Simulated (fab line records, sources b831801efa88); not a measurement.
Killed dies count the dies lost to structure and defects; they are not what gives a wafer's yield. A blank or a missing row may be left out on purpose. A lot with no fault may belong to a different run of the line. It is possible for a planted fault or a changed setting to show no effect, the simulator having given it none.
fab line records	flow sky130
[record] lots = 13	wafers = 39	lastDay = 50
route steps=708 shown PWDE@52 POLY_GATE@204 SD_P@331 PAD_OPEN@708
lots untouched by any fault: they come from a run of this same line in which no faults occurred
startH: start of the lot's first displayed wafer, in hours after the record's first day	waitH: hours from the lot's prior step to this one	" same as the row above	L1.1+2: a single row standing in for several wafers	- no value, or no start given	* or withheld: withheld	< > ~ a bound
route shown NAME@n: NAME is a module with steps in the file, n the number in the route of the first one	usual: the fault-free wafers' mean and standard deviation	same: alike in all rows	chamber/n: place in a boat	sites: per-site readings	_std_site: how widely they spread, as a standard deviation	_edge_site: the outer-site mean with the inner-site mean subtracted	radiusMm: for every site, how far away it sits from the centre of the wafer	mask NAME#n: copy n	behind: tool/chamber where the wafer was last shaped	hold: cause of the lot's hold/its duration in hours/its outcome	device: which transistor (n, p or np) failed to switch	end of line: the same wafers' tests at the end of the route	where a step has no rows: the recipe by itself	killed: dies that structure and defects cost at the first sort, which is not the same as the wafer's yield	map: shows each die of a wafer: x if killed, . if not, _ if none is there
set.NAME: the setting that was run; set.NAME@STEP: the one run at that earlier step	model.NAME: the simulator's own value behind a step, which no gauge read
the route's steps for a sample of lots (tables are steps, rows are wafers)
services: when a tool's chamber went out of use (startH, in hours from the record's first day, below 0 if earlier), for how many hours, and the reason
[[steps]]
[step SKY_PWDE_OVL_MEAS_07]
[usual] PWDE_OVL = -0.1/1.5
lot.wafer	tool	chamber	startH	waitH	PWDE_OVL[nm]
L842.2	overlay-01	-	73.35	-	-1.9
L842.4	"	-	"	"	-3.5
L842.6	"	-	"	"	-1.4
L843.1	overlay-02	-	76.47	-	0.6
L843.2	"	-	"	"	-0.4
L843.3	"	-	"	"	0.1
L844.1	overlay-02	-	83.82	-	0.2
L844.2	"	-	"	"	-1.2
L844.4	"	-	"	"	-2.6
L853.1	overlay-02	-	137.32	-	-0.3
L853.2	"	-	"	"	0.1
L853.4	"	-	"	"	-1.0
L854.1	overlay-01	-	141.09	-	0.4
L854.4	"	-	"	"	-0.5
L854.5	"	-	"	"	0.5
L856.2	overlay-02	-	152.17	-	3.0
L856.3	"	-	"	"	2.0
L856.6	"	-	"	"	2.0
L858.1	overlay-01	-	161.22	-	2.0
L858.3	"	-	"	"	-0.6
L858.6	"	-	"	"	0.1
L859.3	overlay-01	-	167.68	-	0.7
L859.5	"	-	"	"	3.2
L859.6	"	-	"	"	2.2
L861.1	overlay-01	-	180.27	-	-1.2
L861.2	"	-	"	"	2.7
L861.4	"	-	"	"	1.1
L860.1	overlay-02	-	180.52	-	0.6
L860.4	"	-	"	"	-1.7
L860.5	"	-	"	"	2.1
L862.1	overlay-01	-	195.04	-	-0.3
L862.4	"	-	"	"	1.1
L862.5	"	-	"	"	-0.2
L863.2	overlay-01	-	198.18	-	0.5
L863.5	"	-	"	"	0.6
L863.6	"	-	"	"	-0.5
L864.1	overlay-02	-	198.34	-	0.8
L864.4	"	-	"	"	1.8
L864.5	"	-	"	"	0.3
[step SKY_POLY_GATE_CVD_00]
[recipe] material = poly-Si	targetThkNm = 180	tempC = 620	timeS = 720	pressureMtorr = 200
[usual] spikeTcTopC = 637/4.3
lot.wafer	tool	chamber	startH	waitH	spikeTcTopC
L842.2	lpcvd-01	0	311.63	0.0	633
L842.4	"	0	"	"	634
L842.6	"	0	"	"	633
L843.1	lpcvd-01	1	322.19	0.0	640
L843.2	"	1	"	"	639
L843.3	"	1	"	"	640
L844.1	lpcvd-01	1	330.51	0.0	642
L844.2	"	1	"	"	643
L844.4	"	1	"	"	641
L853.1	lpcvd-01	1	409.67	0.0	641
L853.2	"	1	"	"	641
L853.4	"	1	"	"	640
L854.1	lpcvd-01	0	417.55	0.0	632
L854.4	"	0	"	"	630
L854.5	"	0	"	"	632
L856.2	lpcvd-01	0	435.95	0.0	632
L856.3	"	0	"	"	632
L856.6	"	0	"	"	633
L858.1	lpcvd-01	1	452.38	0.0	641
L858.3	"	1	"	"	640
L858.6	"	1	"	"	642
L859.3	lpcvd-01	1	456.90	0.0	641
L859.5	"	1	"	"	638
L859.6	"	1	"	"	639
L861.1	lpcvd-01	1	476.86	0.0	642
L861.2	"	1	"	"	640
L861.4	"	1	"	"	641
L860.1	lpcvd-01	0	480.68	0.0	633
L860.4	"	0	"	"	631
L860.5	"	0	"	"	630
L862.1	lpcvd-01	1	500.88	0.0	641
L862.4	"	1	"	"	643
L862.5	"	1	"	"	641
L863.2	lpcvd-01	1	505.64	0.0	642
L863.5	"	1	"	"	641
L863.6	"	1	"	"	640
L864.1	lpcvd-01	0	506.84	0.2	633
L864.4	"	0	"	"	634
L864.5	"	0	"	"	632
[step SKY_POLY_GATE_THK_MEAS_01]
[recipe] reads = poly-Si_of_POLY_GATE_CVD_00
[usual] POLY_GATE_CVD_00_THK = 180.2/1.7
lot.wafer	tool	chamber	startH	waitH	POLY_GATE_CVD_00_THK[nm]
L842.2	filmMetro-02	-	312.84	0.0	182.6
L842.4	"	-	"	"	180.9
L842.6	"	-	"	"	182.3
L843.1	filmMetro-02	-	323.39	0.0	188.1
L843.2	"	-	"	"	188.6
L843.3	"	-	"	"	188.0
L844.1	filmMetro-04	-	331.71	0.0	188.2
L844.2	"	-	"	"	189.9
L844.4	"	-	"	"	190.0
L853.1	filmMetro-02	-	410.87	0.0	180.7
L853.2	"	-	"	"	180.4
L853.4	"	-	"	"	180.6
L854.1	filmMetro-02	-	418.75	0.0	182.7
L854.4	"	-	"	"	183.0
L854.5	"	-	"	"	182.0
L856.2	filmMetro-01	-	437.16	0.0	181.9
L856.3	"	-	"	"	181.3
L856.6	"	-	"	"	181.9
L858.1	filmMetro-04	-	453.58	0.0	180.7
L858.3	"	-	"	"	181.5
L858.6	"	-	"	"	181.2
L859.3	filmMetro-01	-	458.12	0.0	177.8
L859.5	"	-	"	"	178.2
L859.6	"	-	"	"	178.0
L861.1	filmMetro-04	-	478.06	0.0	179.7
L861.2	"	-	"	"	177.9
L861.4	"	-	"	"	180.8
L860.1	filmMetro-02	-	481.88	0.0	176.3
L860.4	"	-	"	"	175.7
L860.5	"	-	"	"	177.6
L862.1	filmMetro-04	-	502.08	0.0	177.2
L862.4	"	-	"	"	177.2
L862.5	"	-	"	"	178.5
L863.2	filmMetro-04	-	506.85	0.0	179.9
L863.5	"	-	"	"	178.5
L863.6	"	-	"	"	179.2
L864.1	filmMetro-01	-	508.64	0.0	180.3
L864.4	"	-	"	"	180.7
L864.5	"	-	"	"	179.6
[step SKY_SD_P_TW_MEAS_11]
[usual] SD_P_TW = 2835/29
lot.wafer	tool	chamber	startH	waitH	SD_P_TW
L842.2	filmMetro-01	-	586.49	0.1	2878
L842.4	"	-	"	"	2891
L842.6	"	-	"	"	2880
L843.1	filmMetro-04	-	598.23	0.1	2811
L843.2	"	-	"	"	2799
L843.3	"	-	"	"	2799
L844.1	filmMetro-04	-	605.95	0.1	2813
L844.2	"	-	"	"	2824
L844.4	"	-	"	"	2814
L853.1	filmMetro-04	-	689.90	0.1	2813
L853.2	"	-	"	"	2821
L853.4	"	-	"	"	2813
L854.1	filmMetro-02	-	694.95	0.1	2822
L854.4	"	-	"	"	2819
L854.5	"	-	"	"	2814
L856.2	filmMetro-01	-	709.91	0.1	2854
L856.3	"	-	"	"	2865
L856.6	"	-	"	"	2876
L858.1	filmMetro-04	-	723.95	0.1	2800
L858.3	"	-	"	"	2798
L858.6	"	-	"	"	2806
L859.3	filmMetro-02	-	727.02	0.1	2820
L859.5	"	-	"	"	2808
L859.6	"	-	"	"	2811
L861.1	filmMetro-02	-	743.05	0.1	2834
L861.2	"	-	"	"	2816
L861.4	"	-	"	"	2815
L860.1	filmMetro-02	-	753.55	0.1	2813
L860.4	"	-	"	"	2819
L860.5	"	-	"	"	2815
L862.1	filmMetro-04	-	769.30	0.1	2827
L862.4	"	-	"	"	2839
L862.5	"	-	"	"	2815
L864.1	filmMetro-04	-	774.35	0.1	2810
L864.4	"	-	"	"	2821
L864.5	"	-	"	"	2832
L863.2	filmMetro-02	-	774.64	0.1	2810
L863.5	"	-	"	"	2829
L863.6	"	-	"	"	2829
[step SKY_SD_N_RS_MEAS_17]
[recipe] thkMeasGauge = four-point-probe
[usual] SD_P_RS = 147.1/0.32
lot.wafer	tool	chamber	startH	waitH	SD_P_RS[ohm/sq]
L842.2	filmMetro-04	-	644.42	0.1	147.4
L842.4	"	-	"	"	147.3
L842.6	"	-	"	"	147.3
L843.1	filmMetro-01	-	655.95	0.1	147.2
L843.2	"	-	"	"	147.4
L843.3	"	-	"	"	147.5
L844.1	filmMetro-02	-	663.93	0.1	147.9
L844.2	"	-	"	"	147.3
L844.4	"	-	"	"	147.5
L853.1	filmMetro-02	-	744.48	0.1	146.6
L853.2	"	-	"	"	147.0
L853.4	"	-	"	"	146.7
L854.1	filmMetro-01	-	748.80	0.1	147.3
L854.4	"	-	"	"	147.2
L854.5	"	-	"	"	147.3
L856.2	filmMetro-04	-	763.62	0.1	147.4
L856.3	"	-	"	"	147.2
L856.6	"	-	"	"	147.2
L858.1	filmMetro-02	-	780.13	0.1	147.1
L858.3	"	-	"	"	147.0
L858.6	"	-	"	"	146.9
L859.3	filmMetro-02	-	781.86	0.1	147.3
L859.5	"	-	"	"	147.0
L859.6	"	-	"	"	146.9
L861.1	filmMetro-02	-	797.58	0.1	146.8
L861.2	"	-	"	"	147.2
L861.4	"	-	"	"	147.1
L860.1	filmMetro-02	-	808.08	0.1	147.2
L860.4	"	-	"	"	146.7
L860.5	"	-	"	"	146.4
L862.1	filmMetro-01	-	822.17	0.1	147.1
L862.4	"	-	"	"	146.8
L862.5	"	-	"	"	147.0
L864.1	filmMetro-01	-	827.20	0.1	147.3
L864.4	"	-	"	"	146.8
L864.5	"	-	"	"	147.1
L863.2	filmMetro-02	-	827.52	0.1	146.4
L863.5	"	-	"	"	147.3
L863.6	"	-	"	"	146.4
[step SKY_PAD_OPEN_PROBE_99]
[usual] killed_at_M0_to_M3 = 44/6.9	killed_at_M4_up = 3.0/1.5	killedAtContacts = 24/5.2	killedAtFrontEnd = 15/4.1	killedAtOther = 0.4/0.62	killedDies = 87/9.6	killedOnRim = 17/3.8	killedOpen = 47/7	killedShort = 40/6.2
[same] grossDies = 492	killedAtBackSide = 0
lot.wafer	tool	chamber	startH	waitH	killed_at_M0_to_M3	killed_at_M4_up	killedAtContacts	killedAtFrontEnd	killedAtOther	killedDies	killedOnRim	killedOpen	killedShort
L844.1	prober-02	-	1083.59	0.1	51	1	24	12	0	88	19	50	38
L844.2	prober-02	-	1083.64	0.1	29	4	24	18	0	75	13	39	36
L844.4	prober-02	-	1083.74	0.2	35	2	24	16	1	78	16	48	28
// killed by level:class
L844.1 VIA1:geometricParticle:open=9 VIA2:geometricParticle:open=9 LI_CONTACT:geometricParticle:open=8 LOCAL_INTERCONNECT:geometricParticle:short=8 VIA1:geometricParticle:short=8 CONTACT:geometricParticle:open=7 METAL2:geometricParticle:short=5 VIA3:geometricParticle:open=5
L844.2 LI_CONTACT:geometricParticle:open=9 CONTACT:geometricParticle:open=7 FIELD_ISO:geometricParticle:open=5 VIA1:geometricParticle:open=5 METAL4:geometricParticle:short=4 FIELD_ISO:geometricParticle:short=4 POLY_GATE:geometricParticle:open=4 VIA2:geometricParticle:short=4
L844.4 LI_CONTACT:geometricParticle:open=10 VIA2:geometricParticle:open=7 CONTACT:geometricParticle:open=7 VIA1:geometricParticle:open=6 LOCAL_INTERCONNECT:geometricParticle:short=5 FIELD_ISO:geometricParticle:short=4 FIELD_ISO:geometricParticle:open=4 METAL2:geometricParticle:short=4
[[services]]
tool	chamber	startH	hours	kind
lpcvd-01	-	323.39	2.8	pm
lpcvd-01	-	335.51	0.5	repair
[[key]]
[firstSign] step = SKY_POLY_GATE_THK_MEAS_01	reading = POLY_GATE_CVD_00_THK	direction = up	sigmas = 5.2	usual = 180.2	struck = 188.8
effect none on later readings
metAt SKY_POLY_GATE_CVD_00
struckLots L843,L844
testerLeftOut L843,L844
notActingAt SKY_PWDE_OVL_MEAS_07,SKY_SD_P_TW_MEAS_11,SKY_SD_N_RS_MEAS_17
onsetBetween 311.63 322.19
[fault] kind = processParameterDrift	tool = lpcvd-01	chamber = -	onsetH = 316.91	steps = SKY_POLY_GATE_CVD_00	channel = targetThkNm	offset = 8.3605	shape = step	endH = 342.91	stated = 180
// testerLeftOut: of these lots the tester's yield and bins aren't shown, on N5 and GAA mostly nor the transistor test; their killed dies are dies lost to structure and defects alone, not to doping, threshold or leakage, so they don't give the yield
